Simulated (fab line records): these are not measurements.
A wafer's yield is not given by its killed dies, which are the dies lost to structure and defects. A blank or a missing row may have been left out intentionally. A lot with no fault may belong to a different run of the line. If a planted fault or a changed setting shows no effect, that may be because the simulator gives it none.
Problem report, 8D (eight disciplines) form, completed by code / flow sky130 / the parts of the form that need people (team, actions taken, sign-off) are left out

== 1. THE ISSUE ==
At SKY_VIA3_HMDS_05, primeTempC averages 121.53 C over 6 wafers from 2 lots, while fault-free wafers read 120.01 C, standard deviation 0.12. Relative to the usual mean, that is a shift of +13 standard deviations.
The step: prime time 60 s.
First seen on wafer L834.1, day 45 23:29, on lithoTrack-03. Wafers with a number at this step in the record: 36, from 12 lots. The rule behind "out" and "out of limits": a value lying over 4 standard deviations away from the usual mean. The other wafers with a number count as sound.

== 2. WHAT IT IS, WHAT IT ISN'T ==
question=which readings at this step | is=primeTempC | is not=chillPlateTempC
question=which lots | is=L834, L835 | is not=L813, L816, L817, L823, L825, L826, L827, L831, L833, L836
question=which wafers of those lots | is=all that have a number | is not=-
question=read on which tools | is=lithoTrack-03 | is not=lithoTrack-01, lithoTrack-04
question=when | is=from day 45 23:29 | is not=up to then (21 sound wafers); but 9 sound wafers of L831, L833, L836 came after

== 3. SUSPECTS, AND WHAT RULES EACH OUT ==
Counting: any tool at a process step up to the reading is kept as a suspect provided that every lot that is out went through it and no sound lot did after the first of them.
- lithoTrack-03 at SKY_VIA3_HMDS_05 (prime time 60 s): kept. All lots that are out passed through it, beginning with L834 at day 45 23:29, and no sound lot followed; its final sound lot before that point was L826 at day 45 21:07. Its own primeTempC readings are out on those wafers.
Remaining after the count: lithoTrack-03 at SKY_VIA3_HMDS_05.

== 4. THE CAUSE (what the simulator had put in) ==
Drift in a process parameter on lithoTrack-03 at SKY_VIA3_HMDS_05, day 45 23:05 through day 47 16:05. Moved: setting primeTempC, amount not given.
Only this tool survived the counting.

== 5. THE CHAIN OF EFFECTS, in route order ==
Each row: a reading whose mean over the struck wafers that have a number lies more than 3 standard deviations from the usual. Readings are gone through only where the record gives a usual standard deviation; hours: the median, over the lots, of the time from a lot's start at the first step in this table giving one to that lot's start at this step; sigmas: the change measured in usual standard deviations.
hours=0; step=SKY_VIA3_HMDS_05; reading=primeTempC; usual=120.01 C; on struck wafers=121.53; change=+1.52; sigmas=+13
Its process steps:
- SKY_VIA3_HMDS_05: prime time 60 s.

== 6. HOW IT WOULD HAVE BEEN CAUGHT EARLIER ==
The fault began at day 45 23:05; the first out-of-limits reading in this record came at day 45 23:29, 0 hours later.
